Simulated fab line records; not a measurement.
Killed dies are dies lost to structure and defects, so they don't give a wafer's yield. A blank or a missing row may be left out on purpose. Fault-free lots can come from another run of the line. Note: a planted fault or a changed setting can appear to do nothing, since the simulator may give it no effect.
Which tool is to blame?    flow gf180mcu    13 lots with 39 wafers sampled at 6 steps, on a route of 602 steps

WHAT EACH GAUGE READ, for each wafer
GF_NWELL_OVL_MEAS_07. Usual: NWELL_OVL typically reads 0.2 nm, with standard deviation 1.7.
lot   measured     on          NWELL_OVL (nm)  flag
L495  day 3 08:16  overlay-02  -1.4 -1.5 0.8   
L496  day 3 13:04  overlay-02  2.8 2.2 1.3     
L497  day 3 17:55  overlay-01  0.3 0.8 -0.3    
L498  day 3 23:07  overlay-02  0.5 1.4 1.9     
L499  day 4 04:07  overlay-01  -1.7 -3.2 -0.9  
L500  day 4 11:57  overlay-01  0.7 3.3 1.9     
L501  day 4 16:01  overlay-01  -0.1 -0.6 0.5   
L502  day 4 20:58  overlay-01  0.0 -0.6 -1.4   
L503  day 5 01:13  overlay-01  2.3 0.6 -2.2    
L506  day 6 05:58  overlay-01  - - -           OFF
L514  day 7 13:55  overlay-01  -0.6 0.6 -0.3   
L515  day 7 20:40  overlay-01  -2.2 -0.4 0.2   
L518  day 8 19:45  overlay-02  0.6 -0.4 -0.5   

GF_NWELL_TW_MEAS_11. Usual: NWELL_TW typically reads 1584, with standard deviation 8.3.
lot   measured     on             NWELL_TW        flag
L495  day 3 08:42  film_metro-01  1597 1603 1603  
L496  day 3 13:30  film_metro-03  1579 1592 1584  
L497  day 3 18:21  film_metro-04  1584 1579 1587  
L498  day 3 23:33  film_metro-04  1590 1586 1593  
L499  day 4 04:34  film_metro-01  1590 1598 1591  
L500  day 4 12:26  film_metro-04  1574 1586 1581  
L501  day 4 16:28  film_metro-03  1598 1590 1592  
L502  day 4 21:24  film_metro-01  1596 1588 1583  
L503  day 5 01:40  film_metro-03  1576 1582 1580  
L506  day 6 06:24  film_metro-03  30 30 30        OFF
L514  day 7 14:22  film_metro-01  1590 1587 1589  
L515  day 7 21:06  film_metro-04  1567 1574 1571  
L518  day 8 20:13  film_metro-01  1585 1589 1595  

GF_HV_LDD_OVL_MEAS_08. Usual: HV_LDD_OVL typically reads 1.1 nm, with standard deviation 1.2.
lot   measured      on          HV_LDD_OVL (nm)  flag
L495  day 10 00:41  overlay-01  0.6 1.1 0.9      
L496  day 10 04:59  overlay-02  2.4 0.4 1.4      
L497  day 10 12:45  overlay-01  1.1 2.7 2.0      
L498  day 10 19:43  overlay-01  1.7 -2.5 -0.5    
L499  day 11 02:19  overlay-02  1.5 0.1 2.0      
L500  day 11 08:40  overlay-02  2.5 3.3 3.4      
L501  day 11 17:31  overlay-01  0.7 0.2 1.5      
L502  day 12 04:16  overlay-02  1.0 0.9 -0.7     
L503  day 12 04:34  overlay-01  -0.9 -0.7 0.5    
L506  day 13 18:46  overlay-01  0.2 1.9 -1.9     
L514  day 15 20:28  overlay-01  0.6 -0.2 -0.1    
L515  day 16 02:13  overlay-01  3.4 3.2 2.5      
L518  day 17 08:22  overlay-02  0.7 1.1 1.0      

GF_M1_THK_MEAS_06: measures by xrf. Usual: M1_ALCU_THK typically reads 448 nm, with standard deviation 6.
lot   measured      on             M1_ALCU_THK (nm)  flag
L495  day 16 03:53  film_metro-02  442 450 446       
L496  day 16 07:10  film_metro-02  444 452 448       
L497  day 16 18:11  film_metro-02  450 447 453       
L498  day 17 03:52  film_metro-04  454 453 466       
L499  day 17 10:53  film_metro-02  447 444 447       
L500  day 17 17:17  film_metro-03  457 456 463       
L501  day 18 04:58  film_metro-03  447 446 448       
L502  day 18 19:23  film_metro-04  443 449 449       
L503  day 18 20:17  film_metro-02  448 444 450       
L506  day 20 16:34  film_metro-04  447 446 437       
L514  day 23 00:37  film_metro-04  453 449 455       
L515  day 23 05:49  film_metro-02  453 453 447       
L518  day 24 12:04  film_metro-04  456 447 453       

WHAT TOOL EACH LOT RAN ON (gives the tool, then ch and the chambers of the sampled wafers, and finally the start)
lot   GF_NWELL_EXPOSE_04                  GF_M1_SPUTTER_02
L495  iline_stepper-02 ch 0, day 3 02:10  pvd_sputter-01, day 16 03:40
L496  iline_stepper-02 ch 0, day 3 06:50  pvd_sputter-03, day 16 06:58
L497  iline_stepper-01 ch 0, day 3 11:35  pvd_sputter-02, day 16 17:58
L498  iline_stepper-01 ch 0, day 3 16:23  pvd_sputter-03, day 17 03:40
L499  iline_stepper-01 ch 0, day 3 21:44  pvd_sputter-01, day 17 10:40
L500  iline_stepper-02 ch 0, day 4 05:48  pvd_sputter-03, day 17 17:04
L501  iline_stepper-02 ch 0, day 4 09:25  pvd_sputter-01, day 18 04:45
L502  iline_stepper-01 ch 0, day 4 14:33  pvd_sputter-02, day 18 19:10
L503  iline_stepper-02 ch 0, day 4 19:01  pvd_sputter-01, day 18 20:03
L506  iline_stepper-01 ch 0, day 5 22:44  pvd_sputter-03, day 20 16:20
L514  iline_stepper-01 ch 0, day 7 07:17  pvd_sputter-03, day 23 00:23
L515  iline_stepper-01 ch 0, day 7 12:34  pvd_sputter-02, day 23 05:35
L518  iline_stepper-02 ch 0, day 8 11:19  pvd_sputter-02, day 24 11:50
- GF_NWELL_EXPOSE_04: exposes mask Nwell, target cd 860 nm.
- GF_M1_SPUTTER_02: material AlCu, target thk 450 nm, time 23.9 s.

WHAT THE TOOLS THEMSELVES READ (means of the sampled wafers that have a number; where no wafer has one, the mark that the record gives instead)
GF_M1_SPUTTER_02. Usual: 30.1 % for throttle_valve_pct, sd 1.3.
lot   tool            throttle_valve_pct (%)  flag
L495  pvd_sputter-01  28.7                    
L496  pvd_sputter-03  29.1                    
L497  pvd_sputter-02  30.1                    
L498  pvd_sputter-03  29.7                    
L499  pvd_sputter-01  29.1                    
L500  pvd_sputter-03  30.5                    
L501  pvd_sputter-01  28.9                    
L502  pvd_sputter-02  30.7                    
L503  pvd_sputter-01  29.6                    
L506  pvd_sputter-03  29.7                    
L514  pvd_sputter-03  30.3                    
L515  pvd_sputter-02  30.5                    
L518  pvd_sputter-02  30.8                    

THE ANSWER, worked out from the rows above alone
Rule: a lot is off if the mean of its wafers that have a number lies more than 3 standard deviations from the usual mean. A lot without any number at a reading at which 4 lots or more have one is off too. Where the step has rows for the other lots, those lots are counted as sound. After the gauges, taken in route order, come the tools' own readings; for these a lot's mean is taken, as printed above. At the first step where some lot is off, the reading lying furthest off is the one used; lots without a number count as furthest.
Off: L506, seen at GF_NWELL_OVL_MEAS_07 (NWELL_OVL). Without a number there: L506.
If a tool, at a process step before that reading, ran all the lots that are off and no sound lot after the first of them, it fits. Not tried: the gauges at GF_NWELL_OVL_MEAS_07; whatever is off there is also off at GF_NWELL_TW_MEAS_11, on other tools, and gauge error can't account for it. None of those tried fits.

WHAT THE SIMULATOR PUT IN
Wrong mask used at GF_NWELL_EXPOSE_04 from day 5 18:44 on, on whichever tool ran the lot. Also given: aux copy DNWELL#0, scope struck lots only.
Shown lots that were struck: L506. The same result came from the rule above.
